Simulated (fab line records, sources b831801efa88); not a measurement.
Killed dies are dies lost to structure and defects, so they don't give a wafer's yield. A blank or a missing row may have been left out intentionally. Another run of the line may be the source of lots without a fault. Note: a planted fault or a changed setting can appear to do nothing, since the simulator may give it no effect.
8D (eight disciplines) problem report, filled in by code / flow sfq-line / the parts of the form that need people (team, actions taken, sign-off) are left out

1. WHAT WENT WRONG
M1_NB_RS at SFQ_M1_RS_MEAS_909 reads a mean of 1.517 ohm/sq on 2 wafers of 1 lot; wafers without a fault read 0.887 ohm/sq with a standard deviation of 0.0081. Relative to the usual mean, that is a shift of +78 standard deviations.
The step: measures by four-point-probe.
Seen first at day 20 17:31 on film-metro-01, wafer L487.1. The record holds 39 wafers of 13 lots with a number at this step. By rule, "out" or "out of limits" means more than 4 standard deviations away from the usual mean. All remaining wafers that have a number are taken as sound.

2. WHAT IT IS; WHAT IT IS NOT
question=which readings at this step | is=M1_NB_RS | is not=-
question=which lots | is=L487 | is not=L474, L475, L476, L477, L478, L483, L491, L492, L493, L495, L496, L497
question=which wafers of those lots | is=L487.1, L487.2 | is not=L487.4
question=read on which gauges | is=film-metro-01 | is not=film-metro-03, film-metro-04
question=when | is=from day 20 17:31 | is not=up to then (19 sound wafers); but 18 sound wafers of L491, L492, L493, L495, L496, L497 came after

3. THE SUSPECTS, EACH WITH WHAT RULES IT OUT
Counting: any tool at a process step up to the reading remains a suspect provided it ran every lot that is out. Sound lots after the first of them don't rule it out here, since some wafers of a struck lot are sound.
- the gauge at SFQ_M1_RS_MEAS_909 has been ruled out. All the wafers that are out were read on film-metro-01, but those of them that SFQ_TRILAYER_M1_ETCH_METAL_ETCH_042 has rows for are out there too, on other tools.
- pvd-sputter-03 at SFQ_TRILAYER_M1_DEP_SPUTTER_037 (material Nb, target thk 200 nm, time 133.3 s): kept. L487, the lot that is out, went through it at day 20 17:25; up to then, the latest sound lot through it was L483 at day 19 09:34.
Remaining after the count: pvd-sputter-03 at SFQ_TRILAYER_M1_DEP_SPUTTER_037.

4. THE CAUSE (what the simulator had put in)
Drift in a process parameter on pvd-sputter-03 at SFQ_TRILAYER_M1_DEP_SPUTTER_037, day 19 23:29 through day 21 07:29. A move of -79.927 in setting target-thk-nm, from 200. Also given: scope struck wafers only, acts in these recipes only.
After counting, this tool was the only one left.

5. THE CHAIN OF EFFECTS, in route order
Rows list readings where the struck wafers' mean (over those with a number) sits beyond 3 standard deviations from the usual. Readings are gone through only where the record gives a usual standard deviation; hours: the median, over the lots, of the time from a lot's start at the first step in this table giving one to that lot's start at this step; sigmas: the change measured in usual standard deviations.
hours=0; step=SFQ_M1_RS_MEAS_909; reading=M1_NB_RS; usual=0.887 ohm/sq; on struck wafers=1.517; change=+0.630; sigmas=+78
hours=149; step=SFQ_TRILAYER_M1_ETCH_METAL_ETCH_042; reading=oes-product-au; usual=0.896 a.u.; on struck wafers=0.683; change=-0.213; sigmas=-31
Its process steps:
- SFQ_TRILAYER_M1_ETCH_METAL_ETCH_042: etches Nb in Cl2/Ar, stops on SiO2, target depth 240 nm, time 120 s.

6. WHAT WOULD HAVE CAUGHT IT SOONER
18 hours passed between the start of the fault at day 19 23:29 and the first reading out of limits at a measuring or inspecting step in this record, taken at day 20 17:31.
No tool reading at SFQ_TRILAYER_M1_DEP_SPUTTER_037 that has a usual standard deviation in the record was out on any struck wafer, so an alarm limit of 4 standard deviations on those readings would not have fired.
All the lots that are out (1) had begun SFQ_TRILAYER_M1_DEP_SPUTTER_037 on pvd-sputter-03 by day 20 17:31. Holding the tool at that point would not have protected any of them.
